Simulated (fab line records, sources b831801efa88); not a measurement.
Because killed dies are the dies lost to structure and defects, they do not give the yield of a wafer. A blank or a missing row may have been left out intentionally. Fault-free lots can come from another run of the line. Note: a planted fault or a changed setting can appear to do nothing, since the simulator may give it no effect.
A lot that was struck, set against a sound lot ; flow sky130 ; 43 steps out of a route of 708
Sound: wafers L115.2, L115.3, L115.4. The struck wafers were L126.2, L126.4, L126.6. Last of all comes the cause.
For every step that has rows: the tool of each side, followed by ch and its chambers, followed by its first start. Under that, the readings that differ: sound wafers ; struck wafers ; difference of the means ; sigmas: that difference in standard deviations of wafers without a fault.
alike: words and numbers the same on both sides, and readings whose means are apart by under 2 such deviations; not compared: readings that were withheld, readings missing a value for some wafer, numbers with overlapping values and no deviation given by the record, and bounds like >300 which may hide the same value.
A row with sigmas, a row that says differs or no value, or rows on one side alone: a step with any of these is where the two part. Numbers that don't overlap but have no deviation are shown without sigmas and don't part them. A reading that every wafer of one side lacks parts them only if that side has two wafers or more.

SKY_VT_ADJUST_PCH_STRIP_09: strips in O2/N2.
  sound on plasmaAsher-03 ch 0,1, day 11 12:19; struck on plasmaAsher-03 ch 0,1, day 15 18:58
  alike: drypumpMotorCurrentA, oesProductAu, stripTimeToEndpointS
  not compared: rfHoursCounterH
SKY_VT_ADJUST_PCH_TW_MEAS_10:
  sound on filmMetro-04, day 11 12:25; struck on filmMetro-02, day 15 19:04
  alike: VT_ADJUST_PCH_TW
then, 7 steps without rows for these wafers: SKY_SONOS_TUNNEL_DEHYDRATE_00 (time 60 s); SKY_SONOS_TUNNEL_HMDS_01 (prime time 60 s); SKY_SONOS_TUNNEL_COAT_02 (resist thk 1140 nm); SKY_SONOS_TUNNEL_SOFTBAKE_03 (time 60 s); SKY_SONOS_TUNNEL_EXPOSE_04 (exposes mask TUNM, target cd 410 nm); SKY_SONOS_TUNNEL_PEB_05; SKY_SONOS_TUNNEL_DEVELOP_06 (develop time 60 s).
SKY_SONOS_TUNNEL_CD_MEAS_07 targets a cd of 410 nm.
  sound on cdSem-01, day 12 12:07; struck on cdSem-02, day 16 23:10
  alike: cdNm
SKY_SONOS_TUNNEL_OVL_MEAS_08:
  sound on overlay-02, day 12 12:13; struck on overlay-01, day 16 23:16
  alike: SONOS_TUNNEL_OVL
following that, these wafers have no rows for 1 step: SKY_SONOS_TUNNEL_IMPLANT_09.
SKY_SONOS_TUNNEL_WET_ETCH_10: etches SiO2 in dHF, target depth 14 nm, time 280 s.
  sound on wetBench-04 ch 1, day 12 12:24; struck on wetBench-02 ch 2, day 16 23:27
then, 1 step without rows for these wafers: SKY_SONOS_TUNNEL_STRIP_11 (strips in SPM, time 600 s).
SKY_SONOS_TUNNEL_TW_MEAS_12:
  sound on filmMetro-02, day 12 12:41; struck on filmMetro-03, day 16 23:44
  alike: SONOS_TUNNEL_TW
then, 2 steps without rows for these wafers: SKY_SONOS_TUNNEL_CLEAN_13 (cleans in dHF, time 20 s); SKY_SONOS_ONO_OXIDATION_00 (stabilise 600 s, purge 300 s, target thk 2.6 nm).
SKY_SONOS_ONO_THK_MEAS_01:
  sound on filmMetro-01, day 12 14:38; struck on filmMetro-03, day 17 01:26
  alike: SONOS_ONO_OXIDATION_THK
then, 1 step without rows for these wafers: SKY_SONOS_ONO_CVD_02 (deposits Si3N4 from DCS/NH3, target thk 10.5 nm, time 180 s).
SKY_SONOS_ONO_THK_MEAS_03:
  sound on filmMetro-02, day 12 17:23; struck on filmMetro-01, day 17 03:20
  alike: SONOS_ONO_CVD_02_THK
then, 1 step without rows for these wafers: SKY_SONOS_ONO_CVD_04 (deposits SiO2 from SiH4/N2O, target thk 5.7199 nm).
SKY_SONOS_ONO_THK_MEAS_05:
  sound on filmMetro-03, day 12 18:41; struck on filmMetro-02, day 17 04:38
  alike: SONOS_ONO_CVD_04_THK
then, 7 steps without rows for these wafers: SKY_SONOS_ONO_DEHYDRATE_06 (time 60 s); SKY_SONOS_ONO_HMDS_07 (prime time 60 s); SKY_SONOS_ONO_COAT_08 (resist thk 1140 nm); SKY_SONOS_ONO_SOFTBAKE_09 (time 60 s); SKY_SONOS_ONO_EXPOSE_10 (exposes mask ONOM, target cd 410 nm); SKY_SONOS_ONO_PEB_11; SKY_SONOS_ONO_DEVELOP_12 (develop time 60 s).
SKY_SONOS_ONO_CD_MEAS_13 targets a cd of 410 nm.
  sound on cdSem-02, day 13 20:19; struck on cdSem-02, day 18 09:28
  alike: cdNm
SKY_SONOS_ONO_OVL_MEAS_14:
  sound on overlay-02, day 13 20:25; struck on overlay-02, day 18 09:34
  alike: SONOS_ONO_OVL
SKY_SONOS_ONO_ETCH_15: etches the open film in CHF3/O2, target depth 19.52 nm, time 7.8 s.
  sound on rieDiel-03 ch 0,1,3, day 13 20:27; struck on rieDiel-03 ch 0,1, day 18 09:35
  alike: drypumpMotorCurrentA, oesProductAu, throttleValvePct
  not compared: rfHoursCounterH
then, 1 step without rows for these wafers: SKY_SONOS_ONO_WET_ETCH_16 (etches SiO2 in dHF, target depth 14 nm, time 280 s).
SKY_SONOS_ONO_STRIP_17: strips in O2/N2.
  sound on plasmaAsher-03 ch 0,1, day 13 20:34; struck on plasmaAsher-01 ch 0, day 18 09:43
  alike: drypumpMotorCurrentA, oesProductAu, stripTimeToEndpointS
  not compared: rfHoursCounterH
then, 3 steps without rows for these wafers: SKY_SONOS_ONO_WET_ETCH_18 (etches Si3N4 in H3PO4, target depth 15 nm, time 172 s); SKY_GATE_OXIDE_CLEAN_00 (cleans in SC1/SC2, time 150 s); SKY_GATE_OXIDE_OXIDATION_01 (stabilise 600 s, purge 300 s, target thk 10.268 nm).
SKY_GATE_OXIDE_THK_MEAS_02:
  sound on filmMetro-01, day 13 22:11; struck on filmMetro-04, day 18 12:07
  alike: GATE_OXIDE_OXIDATION_00_THK
then, 4 steps without rows for these wafers: SKY_GATE_OXIDE_DEHYDRATE_03 (time 60 s); SKY_GATE_OXIDE_HMDS_04 (prime time 60 s); SKY_GATE_OXIDE_COAT_05 (resist thk 1140 nm); SKY_GATE_OXIDE_SOFTBAKE_06 (time 60 s).
-- here the record skips 31 days between the struck wafers' starts before and after, leaving off in module GATE_OXIDE and picking up in module PAD_OPEN (first step shown: number 708 of the route) --
SKY_PAD_OPEN_PROBE_99:
  the record has rows for the struck wafers here (prober-02, day 49 23:37) and none for the sound ones

## WHERE THEY PART
Only at SKY_PAD_OPEN_PROBE_99, as far as this record shows.

WHY: whatever the simulator had introduced
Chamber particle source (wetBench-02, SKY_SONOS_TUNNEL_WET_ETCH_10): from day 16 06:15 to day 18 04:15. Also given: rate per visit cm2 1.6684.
